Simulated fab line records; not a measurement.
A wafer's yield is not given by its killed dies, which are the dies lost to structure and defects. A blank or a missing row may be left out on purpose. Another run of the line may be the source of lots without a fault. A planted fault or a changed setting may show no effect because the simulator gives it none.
fab line records | flow sky130
record: lots: 6 | wafers: 18 | last_day: 50
route steps=708 shown POLY_GATE@233 LDD_N@237 PAD_OPEN@708
lots untouched by any fault: they come from a run of this same line in which no faults occurred
start_h: hours from the record's opening day to when the first of the lot's shown wafers began | wait_h: hours from the lot's prior step to this one | " identical to the entry in the row above | L1.1+2: one row covering several wafers at once | - value missing, or start not given | * or withheld: withheld | < > ~ a bound
route shown NAME@n: a module of which the file shows steps, and the number in the route of the first | usual: mean/standard deviation taken from wafers without a fault | same: alike in all rows | chamber/n: place in a boat | sites: each site's reading | _std_site: their standard deviation | _edge_site: inner sites' mean taken away from outer sites' mean | radius_mm: how far each site lies from the wafer's centre | mask NAME#n: copy n | behind: the last tool/chamber to shape the wafer | hold: reason for holding the lot/hours on hold/outcome of the hold | device: the transistor (n, p or np) that didn't switch | end of line: tests run on the same wafers once the route is complete | step lacking rows: just its recipe | killed: dies that structure and defects cost at the first sort, which is not the same as the wafer's yield | map: dies across one wafer; x = killed, . = not, _ = none there
set.NAME: setting as actually run; set.NAME@STEP: the setting as run at that earlier step | model.NAME: the simulator's own value behind a step, which no gauge read
certain route steps with their lots: each step a table, each wafer a row
services: from which hour (start_h, from the record's first day; less than 0 if before it) a tool's chamber was out of use, for how many hours, and why
== steps ==
step: SKY_POLY_GATE_CLEAN_19
recipe: chemistry: SC1/SC2 | mix: 1:4:20 | temp_c: 70 | time_s: 150 | dry: n2_spin
step: SKY_POLY_GATE_OXIDATION_20
recipe: temp_c: 850 | ambient: O2 | stabilise_s: 600 | purge_s: 300 | target_thk_a: 40 | ox_time_s: 899
step: SKY_POLY_GATE_THK_MEAS_21
recipe: reads: SiO2_of_POLY_GATE_OXIDATION_20
usual: POLY_GATE_OXIDATION_THK: 3.96/0.082
lot.wafer | tool          | chamber | start_h | wait_h | POLY_GATE_OXIDATION_THK[nm]
L894.2    | film_metro-01 | -       | 414.16  | 0.1    | 3.80
L894.4    | "             | -       | "       | "      | 3.89
L894.6    | "             | -       | "       | "      | 3.80
L900.1    | film_metro-01 | -       | 464.06  | 0.0    | 3.96
L900.3    | "             | -       | "       | "      | 3.91
L900.5    | "             | -       | "       | "      | 3.98
L905.1    | film_metro-02 | -       | 534.21  | 0.0    | 3.95
L905.3    | "             | -       | "       | "      | 3.85
L905.5    | "             | -       | "       | "      | 3.90
L907.3    | film_metro-04 | -       | 542.92  | 0.0    | 3.86
L907.5    | "             | -       | "       | "      | 3.83
L907.6    | "             | -       | "       | "      | 3.87
L912.3    | film_metro-02 | -       | 573.17  | 0.0    | 4.07
L912.4    | "             | -       | "       | "      | 3.94
L912.6    | "             | -       | "       | "      | 3.99
L913.3    | film_metro-02 | -       | 579.68  | 0.0    | 3.95
L913.4    | "             | -       | "       | "      | 3.96
L913.5    | "             | -       | "       | "      | 3.93
step: SKY_POLY_GATE_CD_MEAS_22
usual: cd_nm: 150/3.2
lot.wafer | tool      | chamber | start_h | wait_h | cd_nm
L894.2    | cd_sem-01 | -       | 414.35  | 0.2    | 155
L894.4    | "         | -       | "       | "      | 152
L894.6    | "         | -       | "       | "      | 153
L900.1    | cd_sem-02 | -       | 464.12  | 0.1    | 155
L900.3    | "         | -       | "       | "      | 146
L900.5    | "         | -       | "       | "      | 153
L905.1    | cd_sem-02 | -       | 534.27  | 0.1    | 148
L905.3    | "         | -       | "       | "      | 143
L905.5    | "         | -       | "       | "      | 154
L907.3    | cd_sem-02 | -       | 543.02  | 0.1    | 153
L907.5    | "         | -       | "       | "      | 151
L907.6    | "         | -       | "       | "      | 153
L912.3    | cd_sem-02 | -       | 573.26  | 0.1    | 147
L912.4    | "         | -       | "       | "      | 145
L912.6    | "         | -       | "       | "      | 146
L913.3    | cd_sem-02 | -       | 579.78  | 0.1    | 151
L913.4    | "         | -       | "       | "      | 149
L913.5    | "         | -       | "       | "      | 149
step: SKY_LDD_N_DEHYDRATE_00
recipe: temp_c: 200 | time_s: 60
step: SKY_LDD_N_HMDS_01
recipe: prime_time_s: 60 | prime_temp_c: 120
step: SKY_LDD_N_COAT_02
recipe: resist: NOVOLAK | spin_rpm: 3000 | resist_thk_nm: 300
step: SKY_LDD_N_SOFTBAKE_03
recipe: temp_c: 90 | time_s: 60 | resist: NOVOLAK
step: SKY_LDD_N_EXPOSE_04
recipe: mask_id: NTM | target_cd_nm: 840 | na: 0.6 | source_shape: conventional | sigma_outer: 0.6 | dose_mj: 110
step: SKY_LDD_N_PEB_05
recipe: temp_c: withheld | time_s: * | resist: NOVOLAK
step: SKY_LDD_N_DEVELOP_06
recipe: develop_time_s: 60 | dev_temp_c: 23.6
step: SKY_LDD_N_OVL_MEAS_07
usual: LDD_N_OVL: -0.6/1.2
lot.wafer | tool       | chamber | start_h | wait_h | LDD_N_OVL[nm]
L894.2    | overlay-01 | -       | 444.25  | 0.1    | -2.3
L894.4    | "          | -       | "       | "      | -3.9
L894.6    | "          | -       | "       | "      | -2.9
L900.1    | overlay-01 | -       | 493.81  | 0.1    | -0.5
L900.3    | "          | -       | "       | "      | -0.3
L900.5    | "          | -       | "       | "      | -1.8
L905.1    | overlay-01 | -       | 564.30  | 0.1    | -0.1
L905.3    | "          | -       | "       | "      | -1.1
L905.5    | "          | -       | "       | "      | -0.1
L907.3    | overlay-02 | -       | 573.11  | 0.1    | 0.8
L907.5    | "          | -       | "       | "      | 1.1
L907.6    | "          | -       | "       | "      | 1.2
L912.3    | overlay-01 | -       | 602.72  | 0.1    | -0.3
L912.4    | "          | -       | "       | "      | -0.7
L912.6    | "          | -       | "       | "      | -0.2
L913.3    | overlay-02 | -       | 609.12  | 0.1    | -1.6
L913.4    | "          | -       | "       | "      | -1.8
L913.5    | "          | -       | "       | "      | -1.5
step: SKY_LDD_N_IMPLANT_08
recipe: species: As | energy_kev: 20 | dose_cm2: 7.5e+13 | tilt_deg: withheld | rotation_deg: 23
usual: rotation_deg: 23.000/0.024
lot.wafer | tool         | chamber | start_h | wait_h | rotation_deg
L894.2    | implanter-01 | 0       | 444.60  | 0.3    | 22.970
L894.4    | "            | 0       | "       | "      | 22.984
L894.6    | "            | 0       | "       | "      | 23.005
L900.1    | implanter-02 | 0       | 493.84  | 0.0    | 22.997
L900.3    | "            | 0       | "       | "      | 23.012
L900.5    | "            | 0       | "       | "      | 22.999
L905.1    | implanter-02 | 0       | 564.34  | 0.0    | 226.63
L905.3    | "            | 0       | "       | "      | 226.62
L905.5    | "            | 0       | "       | "      | 226.62
L907.3    | implanter-02 | 0       | 573.19  | 0.1    | 226.65
L907.5    | "            | 0       | "       | "      | 226.63
L907.6    | "            | 0       | "       | "      | 226.67
L912.3    | implanter-04 | 0       | 602.79  | 0.1    | 23.007
L912.4    | "            | 0       | "       | "      | 22.999
L912.6    | "            | 0       | "       | "      | 23.006
L913.3    | implanter-04 | 0       | 609.19  | 0.1    | 22.991
L913.4    | "            | 0       | "       | "      | 22.995
L913.5    | "            | 0       | "       | "      | 23.001
step: SKY_LDD_N_IMPLANT_09
recipe: species: As | energy_kev: 20 | dose_cm2: 7.5e+13 | tilt_deg: withheld | rotation_deg: 113
step: SKY_PAD_OPEN_PROBE_99
usual: killed_at_M0_to_M3: 45/7.5 | killed_at_M4_up: 2.8/1.9 | killed_at_contacts: 25/5.5 | killed_at_front_end: 14/4 | killed_at_other: 0.3/0.75 | killed_dies: 87/9.4 | killed_open: 47/6.6 | killed_short: 39/6.6
same: gross_dies: 492 | killed_at_back_side: 0
lot.wafer | tool      | chamber | start_h | wait_h | killed_at_M0_to_M3 | killed_at_M4_up | killed_at_contacts | killed_at_front_end | killed_at_other | killed_dies | killed_open | killed_short | model.etest.nfet_01v8_lvt.vt_sat_v | model.etest.nfet_01v8.vt_sat_v | model.etest.nfet_01v8_lvt.vt_v
L894.2    | prober-02 | -       | 1110.11 | 0.1    | 36                 | 4               | 24                 | 17                  | 0               | 81          | 48          | 33           | 0.552                              | 0.6564                         | 0.6205
L894.4    | prober-02 | -       | 1110.21 | 0.2    | 35                 | 1               | 28                 | 13                  | 0               | 77          | 38          | 39           | 0.5453                             | 0.653                          | 0.6104
L894.6    | prober-02 | -       | 1110.31 | 0.2    | 36                 | 6               | 23                 | 20                  | 0               | 85          | 42          | 43           | 0.5458                             | 0.6552                         | 0.6154
L900.1    | prober-01 | -       | 1138.62 | 0.1    | 44                 | 2               | 24                 | 18                  | 0               | 88          | 46          | 42           | 0.5481                             | 0.6519                         | 0.6131
L900.3    | prober-01 | -       | 1138.72 | 0.2    | 49                 | 1               | 21                 | 17                  | 0               | 88          | 50          | 38           | 0.5348                             | 0.6421                         | 0.6031
L900.5    | prober-01 | -       | 1138.82 | 0.2    | 61                 | 1               | 26                 | 23                  | 1               | 112         | 66          | 46           | 0.5432                             | 0.6453                         | 0.6115
L905.1    | prober-02 | -       | 1181.93 | 0.1    | 39                 | 4               | 28                 | 12                  | 0               | 83          | 48          | 35           | 0.5881                             | 0.696                          | 0.6369
L905.3    | prober-02 | -       | 1182.03 | 0.2    | 43                 | 3               | 28                 | 12                  | 0               | 86          | 54          | 32           | 0.5759                             | 0.6885                         | 0.6296
L905.5    | prober-02 | -       | 1182.13 | 0.2    | 50                 | 0               | 19                 | 15                  | 0               | 84          | 50          | 34           | 0.597                              | 0.6955                         | 0.6391
L907.3    | prober-02 | -       | 1188.17 | 0.2    | 46                 | 1               | 22                 | 15                  | 0               | 84          | 48          | 36           | 0.5927                             | 0.6934                         | 0.6319
L907.5    | prober-02 | -       | 1188.27 | 0.2    | 41                 | 6               | 30                 | 12                  | 1               | 90          | 46          | 44           | 0.584                              | 0.6889                         | 0.6313
L907.6    | prober-02 | -       | 1188.32 | 0.2    | 45                 | 4               | 26                 | 10                  | 0               | 85          | 44          | 41           | 0.597                              | 0.693                          | 0.6361
L912.3    | prober-02 | -       | 1206.10 | 0.2    | 50                 | 1               | 28                 | 14                  | 2               | 95          | 55          | 40           | 0.5194                             | 0.6387                         | 0.6023
L912.4    | prober-02 | -       | 1206.15 | 0.2    | 44                 | 1               | 37                 | 9                   | 0               | 91          | 58          | 32           | 0.5174                             | 0.6316                         | 0.5994
L912.6    | prober-02 | -       | 1206.25 | 0.2    | 52                 | 3               | 24                 | 15                  | 0               | 94          | 48          | 46           | 0.5107                             | 0.6273                         | 0.5915
L913.3    | prober-02 | -       | 1207.61 | 0.2    | 31                 | 1               | 32                 | 10                  | 0               | 74          | 40          | 34           | 0.5387                             | 0.6461                         | 0.608
L913.4    | prober-02 | -       | 1207.66 | 0.2    | 44                 | 4               | 27                 | 20                  | 1               | 96          | 47          | 49           | 0.532                              | 0.6479                         | 0.6088
L913.5    | prober-02 | -       | 1207.71 | 0.2    | 46                 | 3               | 22                 | 20                  | 1               | 92          | 49          | 43           | 0.5335                             | 0.6441                         | 0.6064
killed by level:class
L894.2 VIA1:geometric_particle:open=9 LI_CONTACT:geometric_particle:open=7 FIELD_ISO:geometric_particle:open=6 CONTACT:geometric_particle:open=6 VIA2:geometric_particle:open=6 METAL1:geometric_particle:short=5 VIA3:geometric_particle:open=5 CONTACT:geometric_particle:short=4
L894.4 CONTACT:geometric_particle:open=11 METAL2:geometric_particle:short=7 LI_CONTACT:geometric_particle:open=6 LI_CONTACT:geometric_particle:short=5 VIA1:geometric_particle:open=5 METAL3:geometric_particle:short=4 POLY_GATE:geometric_particle:short=4 METAL1:geometric_particle:short=4
L894.6 CONTACT:geometric_particle:open=11 VIA1:geometric_particle:open=7 CONTACT:geometric_particle:short=6 VIA1:geometric_particle:short=6 VIA3:geometric_particle:open=6 METAL4:geometric_particle:short=6 FIELD_ISO:geometric_particle:short=5 FIELD_ISO:geometric_particle:open=5
L900.1 LI_CONTACT:geometric_particle:open=9 VIA1:geometric_particle:open=8 VIA3:geometric_particle:open=7 LOCAL_INTERCONNECT:geometric_particle:short=6 METAL1:geometric_particle:short=5 CONTACT:geometric_particle:open=5 FIELD_ISO:geometric_particle:short=4 SPACER:geometric_particle:open=4
L900.3 VIA1:geometric_particle:open=10 METAL1:geometric_particle:short=8 CONTACT:geometric_particle:open=8 VIA3:geometric_particle:open=8 FIELD_ISO:geometric_particle:open=6 CONTACT:geometric_particle:short=6 VIA2:geometric_particle:open=6 METAL2:geometric_particle:short=5
L900.5 VIA1:geometric_particle:open=17 FIELD_ISO:geometric_particle:open=10 CONTACT:geometric_particle:open=9 LI_CONTACT:geometric_particle:open=8 METAL1:geometric_particle:short=7 METAL2:geometric_particle:short=7 VIA3:geometric_particle:open=7 CONTACT:geometric_particle:short=5
L905.1 CONTACT:geometric_particle:open=15 VIA1:geometric_particle:open=13 FIELD_ISO:geometric_particle:open=5 VIA3:geometric_particle:open=5 LOCAL_INTERCONNECT:geometric_particle:short=5 METAL1:geometric_particle:short=5 LI_CONTACT:geometric_particle:open=4 METAL4:geometric_particle:short=4
L905.3 LI_CONTACT:geometric_particle:open=9 CONTACT:geometric_particle:open=9 VIA3:geometric_particle:open=9 VIA1:geometric_particle:open=8 VIA2:geometric_particle:open=8 LOCAL_INTERCONNECT:geometric_particle:short=6 FIELD_ISO:geometric_particle:open=5 VIA1:geometric_particle:short=5
L905.5 VIA1:geometric_particle:open=12 CONTACT:geometric_particle:open=9 LI_CONTACT:geometric_particle:open=7 VIA1:geometric_particle:short=7 METAL1:geometric_particle:short=6 VIA2:geometric_particle:open=6 VIA3:geometric_particle:open=6 FIELD_ISO:geometric_particle:open=5
L907.3 VIA1:geometric_particle:open=10 CONTACT:geometric_particle:open=8 LI_CONTACT:geometric_particle:open=7 POLY_GATE:geometric_particle:open=5 VIA1:geometric_particle:short=5 VIA2:geometric_particle:open=5 VIA3:geometric_particle:open=5 METAL1:geometric_particle:short=4
L907.5 VIA1:geometric_particle:open=11 CONTACT:geometric_particle:open=8 LOCAL_INTERCONNECT:geometric_particle:short=7 LI_CONTACT:geometric_particle:open=6 POLY_GATE:geometric_particle:open=5 VIA2:geometric_particle:short=5 METAL4:geometric_particle:short=5 FIELD_ISO:geometric_particle:short=4
L907.6 VIA1:geometric_particle:open=10 VIA2:geometric_particle:open=10 LI_CONTACT:geometric_particle:open=9 CONTACT:geometric_particle:short=7 VIA1:geometric_particle:short=5 FIELD_ISO:geometric_particle:short=4 LOCAL_INTERCONNECT:geometric_particle:short=4 VIA2:geometric_particle:short=4
L912.3 VIA1:geometric_particle:open=11 LI_CONTACT:geometric_particle:open=9 METAL2:geometric_particle:short=8 CONTACT:geometric_particle:open=7 VIA1:geometric_particle:short=7 FIELD_ISO:geometric_particle:open=6 CONTACT:geometric_particle:short=6 VIA3:geometric_particle:open=6
L912.4 VIA1:geometric_particle:open=15 CONTACT:geometric_particle:open=14 LI_CONTACT:geometric_particle:open=9 VIA3:geometric_particle:open=6 LOCAL_INTERCONNECT:geometric_particle:short=6 CONTACT:geometric_particle:short=4 VIA2:geometric_particle:open=4 FIELD_ISO:geometric_particle:short=3
L912.6 VIA1:geometric_particle:open=11 METAL1:geometric_particle:short=9 LOCAL_INTERCONNECT:geometric_particle:short=8 VIA2:geometric_particle:open=7 POLY_GATE:geometric_particle:open=5 LI_CONTACT:geometric_particle:open=5 METAL2:geometric_particle:short=5 CONTACT:geometric_particle:open=4
L913.3 CONTACT:geometric_particle:open=11 LI_CONTACT:geometric_particle:open=10 LOCAL_INTERCONNECT:geometric_particle:short=6 VIA1:geometric_particle:open=6 VIA1:geometric_particle:short=5 METAL1:geometric_particle:short=4 VIA2:geometric_particle:open=4 VIA3:geometric_particle:open=4
L913.4 CONTACT:geometric_particle:open=10 VIA1:geometric_particle:open=9 VIA3:geometric_particle:open=9 CONTACT:geometric_particle:short=7 FIELD_ISO:geometric_particle:short=6 POLY_GATE:geometric_particle:open=6 METAL1:geometric_particle:short=6 VIA1:geometric_particle:short=5
L913.5 VIA1:geometric_particle:open=18 LOCAL_INTERCONNECT:geometric_particle:short=7 METAL1:geometric_particle:short=6 POLY_GATE:geometric_particle:open=5 CONTACT:geometric_particle:open=5 FIELD_ISO:geometric_particle:short=4 FIELD_ISO:geometric_particle:open=4 LI_CONTACT:geometric_particle:short=4
== services ==
tool         | chamber | start_h | hours | kind
implanter-04 | -       | 452.21  | 5.4   | repair
implanter-04 | -       | 497.84  | 0.8   | repair
implanter-04 | -       | 511.71  | 2.0   | repair
implanter-04 | -       | 521.40  | 4.9   | repair
implanter-02 | -       | 583.74  | 2.8   | repair
== key ==
first_sign: step: SKY_LDD_N_IMPLANT_08 | reading: rotation_deg | direction: up | sigmas: 99+ | usual: 23.000 | struck: 226.64
effect none on later readings
model_effect: step: SKY_PAD_OPEN_PROBE_99 | value: etest.nfet_01v8_lvt.vt_sat_v | without: 0.552 | struck: 0.5891
met_at SKY_LDD_N_IMPLANT_08
struck_wafers L905.1,L905.3,L905.5,L907.3,L907.5,L907.6
tester_left_out L905,L907
onset_between 493.84 564.34
fault: kind: process_parameter_drift | tool: implanter-02 | chamber: - | onset_h: 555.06 | steps: SKY_LDD_N_IMPLANT_08 | channel: rotation_deg | offset: 203.63 | shape: step | end_h: 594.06 | acts_in: these_recipes_only | stated: 23
tester_left_out: of these lots the tester's yield and bins aren't shown, on N5 and GAA mostly nor the transistor test; their killed dies are dies lost to structure and defects alone, not to doping, threshold or leakage, so they don't give the yield
